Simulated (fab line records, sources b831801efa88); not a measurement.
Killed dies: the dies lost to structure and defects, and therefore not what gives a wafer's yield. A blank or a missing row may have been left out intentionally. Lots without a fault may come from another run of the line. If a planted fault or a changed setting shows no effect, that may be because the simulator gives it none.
fab line records | flow gf180mcu
record lots=5 wafers=15 last-day=34
route steps=602 shown HV_LDD@216
lots untouched by any fault: they come from a run of this same line in which no faults occurred
start-h: hours from the record's opening day to when the first of the lot's shown wafers began | wait-h: hours elapsed since this lot's preceding step | " identical to the entry in the row above | L1.1+2: a row that stands for several wafers | - no value, or no start given | * or withheld: withheld | < > ~ a bound
route shown NAME@n: a module of which the file shows steps, and the number in the route of the first | usual: mean/standard deviation of fault-free wafers | same: alike in all rows | chamber/n: place in a boat | sites: per-site readings | _std_site: the standard deviation of these | _edge_site: the outer-site mean with the inner-site mean subtracted | radius-mm: for every site, how far away it sits from the centre of the wafer | mask NAME#n: copy n | behind: tool/chamber where the wafer was last shaped | hold: cause of the lot's hold/its duration in hours/its outcome | device: which transistor (n, p or np) failed to switch | end of line: the tests these same wafers got at the end of their route | for a step that has no rows: nothing shown but its recipe | killed: dies that structure and defects cost at the first sort, which is not the same as the wafer's yield | map: shows each die of a wafer: x if killed, . if not, _ if none is there
set.NAME: the setting as run; set.NAME@STEP: as run at that earlier step | model.NAME: the simulator's own value behind a step, which no gauge read
a table for each step, a row for each wafer; lots at some steps of the route
services: a tool's chamber out of use, with start hour (start-h, from the record's first day; less than 0 if before it), hours out, and reason
## steps
# step GF_HV_LDD_HMDS_40
# recipe prime-time-s=60 prime-temp-c=120
# columns lot.wafer tool chamber start-h wait-h
L077.1+2+4 litho-track-03 0 285.62 0.1
L081.3+5+6 litho-track-02 0 309.93 0.1
L084.1+2+3 litho-track-02 0 333.28 0.1
L085.1+2+5 litho-track-02 0 341.78 0.1
L095.1+4+6 litho-track-03 0 457.77 0.1
# step GF_HV_LDD_COAT_41
# recipe resist=NOVOLAK spin-rpm=3000 resist-thk-nm=1000
# columns lot.wafer tool chamber start-h wait-h
L077.1+2+4 litho-track-03 0 285.77 0.1
L081.3+5+6 litho-track-02 0 310.08 0.1
L084.1+2+3 litho-track-02 0 333.43 0.1
L085.1+2+5 litho-track-02 0 341.93 0.1
L095.1+4+6 litho-track-03 0 457.92 0.1
# step GF_HV_LDD_SOFTBAKE_42
# recipe temp-c=90 time-s=60 resist=NOVOLAK
# columns lot.wafer tool chamber start-h wait-h
L077.1+2+4 litho-track-03 0 285.92 0.1
L081.3+5+6 litho-track-02 0 310.23 0.1
L084.1+2+3 litho-track-02 0 333.58 0.1
L085.1+2+5 litho-track-02 0 342.08 0.1
L095.1+4+6 litho-track-03 0 458.07 0.1
# step GF_HV_LDD_EXPOSE_43
# recipe mask-id=Pplus_HV_AREA target-cd-nm=400 na=0.6 source-shape=conventional sigma-outer=0.6 dose-mj=140
# usual reticle-temp-C=22.97/0.12
# columns lot.wafer tool chamber start-h wait-h mask reticle-temp-C
L077.1 iline-stepper-01 0 - - Pplus_HV_AREA#0 23.00
L077.2 " 0 " " Pplus_HV_AREA#0 22.91
L077.4 " 0 " " Pplus_HV_AREA#0 22.86
L081.3 iline-stepper-01 0 - - Pplus_HV_AREA#0 22.86
L081.5 " 0 " " Pplus_HV_AREA#0 22.94
L081.6 " 0 " " Pplus_HV_AREA#0 23.09
L084.1 iline-stepper-01 0 - - Pplus_HV_AREA#0 22.94
L084.2 " 0 " " Pplus_HV_AREA#0 23.04
L084.3 " 0 " " Pplus_HV_AREA#0 23.01
L085.1 iline-stepper-01 0 - - Pplus_HV_AREA#0 23.13
L085.2 " 0 " " Pplus_HV_AREA#0 23.12
L085.5 " 0 " " Pplus_HV_AREA#0 22.98
L095.1 iline-stepper-02 0 - - Pplus_HV_AREA#0 23.08
L095.4 " 0 " " Pplus_HV_AREA#0 23.02
L095.6 " 0 " " Pplus_HV_AREA#0 23.01
# step GF_HV_LDD_PEB_44
# recipe temp-c=withheld time-s=* resist=NOVOLAK
# columns lot.wafer tool chamber start-h wait-h
L077.1+2+4 litho-track-01 0 - -
L081.3+5+6 litho-track-02 0 - -
L084.1+2+3 litho-track-03 0 - -
L085.1+2+5 litho-track-03 0 - -
L095.1+4+6 litho-track-02 0 - -
# step GF_HV_LDD_DEVELOP_45
# recipe develop-time-s=60 dev-temp-c=23
# usual developer-temp-C=23.00/0.093
# columns lot.wafer tool chamber start-h wait-h developer-temp-C
L077.1 litho-track-01 0 295.79 0.1 23.09
L077.2 " 0 " " 23.13
L077.4 " 0 " " 23.22
L081.3 litho-track-02 0 319.83 0.1 23.12
L081.5 " 0 " " 23.16
L081.6 " 0 " " 23.08
L084.1 litho-track-03 0 344.07 0.1 22.95
L084.2 " 0 " " 22.83
L084.3 " 0 " " 22.94
L085.1 litho-track-03 0 352.62 0.1 22.92
L085.2 " 0 " " 23.09
L085.5 " 0 " " 22.99
L095.1 litho-track-02 0 469.33 0.1 22.93
L095.4 " 0 " " 22.94
L095.6 " 0 " " 22.98
# step GF_HV_LDD_CD_MEAS_46
# recipe target-cd-nm=400
# usual cd-nm=400.0/2.1
# columns lot.wafer tool chamber start-h wait-h cd-nm
L077.1 cd-sem-02 - 295.94 0.1 400.6
L077.2 " - " " 399.5
L077.4 " - " " 400.0
L081.3 cd-sem-01 - 319.97 0.1 399.4
L081.5 " - " " 400.5
L081.6 " - " " 400.5
L084.1 cd-sem-01 - 344.22 0.1 399.2
L084.2 " - " " 399.0
L084.3 " - " " 399.2
L085.1 cd-sem-01 - 352.77 0.1 399.6
L085.2 " - " " 398.6
L085.5 " - " " 400.3
L095.1 cd-sem-01 - 469.48 0.1 400.3
L095.4 " - " " 399.9
L095.6 " - " " 401.5
# step GF_HV_LDD_OVL_MEAS_47
# usual HV_LDD_03_OVL=0.2/1.2
# columns lot.wafer tool chamber start-h wait-h HV_LDD_03_OVL[nm]
L077.1 overlay-02 - 296.06 0.1 0.6
L077.2 " - " " -0.1
L077.4 " - " " 2.0
L081.3 overlay-02 - 320.06 0.1 0.3
L081.5 " - " " 0.0
L081.6 " - " " 1.4
L084.1 overlay-01 - 344.34 0.1 0.7
L084.2 " - " " -0.6
L084.3 " - " " 0.4
L085.1 overlay-01 - 352.89 0.1 1.4
L085.2 " - " " 2.2
L085.5 " - " " 0.9
L095.1 overlay-02 - 469.60 0.1 -0.4
L095.4 " - " " -2.2
L095.6 " - " " -1.0
# step GF_HV_LDD_IMPLANT_48
# recipe species=B energy-kev=25 dose-cm2=3e+13 tilt-deg=7
# usual beam-energy-keV=25.000/0.0084 tilt-deg=7.003/0.02
# columns lot.wafer tool chamber start-h wait-h beam-energy-keV tilt-deg
L077.1 implanter-02 0 296.09 0.0 24.990 6.994
L077.2 " 0 " " 24.995 7.023
L077.4 " 0 " " 24.978 6.985
L081.3 implanter-03 0 320.14 0.1 25.017 6.995
L081.5 " 0 " " 24.997 6.975
L081.6 " 0 " " 24.998 7.015
L084.1 implanter-01 0 344.37 0.0 25.011 7.010
L084.2 " 0 " " 24.989 7.001
L084.3 " 0 " " 24.998 7.002
L085.1 implanter-03 0 352.92 0.0 24.988 7.027
L085.2 " 0 " " 24.991 6.987
L085.5 " 0 " " 24.996 7.013
L095.1 implanter-03 0 469.63 0.0 24.990 7.008
L095.4 " 0 " " 24.997 6.997
L095.6 " 0 " " 24.995 6.984
# step GF_HV_LDD_STRIP_49
# recipe chemistry=O2/N2 power-w=1400 pressure-mtorr=1500 platen-temp-c=250 o2-flow-sccm=3000 n2-flow-sccm=300 overash-fraction=0.5
# usual drypump-motor-current-A=5.5/0.51 heater-power-w=345/31 o2-flow-sccm=2997/8.6 oes-product-au=0.717/0.0043 strip-time-to-endpoint-s=12.61/0.037
# columns lot.wafer tool chamber start-h wait-h drypump-motor-current-A heater-power-w o2-flow-sccm oes-product-au rf-hours-counter-h strip-time-to-endpoint-s
L077.1 plasma-asher-04 1 296.24 0.1 4.8 404 3009 0.710 61 12.60
L077.2 " 0 " " 6.3 335 3005 0.713 61 12.68
L077.4 " 1 " " 4.8 396 3013 0.716 - 12.61
L081.3 plasma-asher-04 1 320.27 0.1 4.8 395 2999 0.713 - 12.60
L081.5 " 1 " " 4.8 406 3018 0.719 - 12.57
L081.6 " 0 " " 6.3 336 3004 0.713 - 12.59
L084.1 plasma-asher-04 1 344.52 0.1 4.8 393 2998 0.714 66 12.63
L084.2 " 0 " " 6.3 339 2988 0.713 66 12.66
L084.3 " 1 " " 4.8 411 3006 0.715 - 12.64
L085.1 plasma-asher-04 1 353.07 0.1 4.8 398 2986 0.714 67 12.63
L085.2 " 0 " " 6.3 329 2994 0.713 67 12.62
L085.5 " 0 " " 6.3 336 2996 0.717 - 12.62
L095.1 plasma-asher-02 0 469.78 0.1 5.2 341 2994 0.717 37 12.61
L095.4 " 1 " " 5.9 317 2988 0.721 - 12.65
L095.6 " 0 " " 5.2 336 2998 0.720 - 12.62
## services
# columns tool chamber start-h hours kind
plasma-asher-02 - 262.83 1.6 repair
plasma-asher-04 - 298.60 0.3 repair
implanter-03 - 301.53 4.3 pm
iline-stepper-01 0 306.45 - calibration
implanter-02 - 308.93 1.4 repair
plasma-asher-02 - 312.78 3.6 repair
implanter-01 - 328.98 6.1 repair
iline-stepper-01 - 329.40 2.1 pm
iline-stepper-01 - 331.48 - consumable-replace:lamp
implanter-03 - 335.77 1.5 repair
iline-stepper-01 - 339.60 1.7 pm
implanter-02 - 358.64 3.8 pm
implanter-01 - 368.20 1.1 repair
iline-stepper-02 - 378.52 9.9 repair
iline-stepper-02 - 379.63 0.8 repair
implanter-03 - 391.83 3.4 repair
implanter-02 - 411.02 1.0 repair
plasma-asher-04 - 421.34 9.0 pm
plasma-asher-04 0 421.34 9.0 vent-cycle
plasma-asher-04 1 421.34 9.0 vent-cycle
implanter-02 - 422.30 1.5 repair
iline-stepper-02 - 423.72 1.7 pm
plasma-asher-04 0 430.34 - clean
iline-stepper-01 - 444.97 1.7 repair
## key
fault none
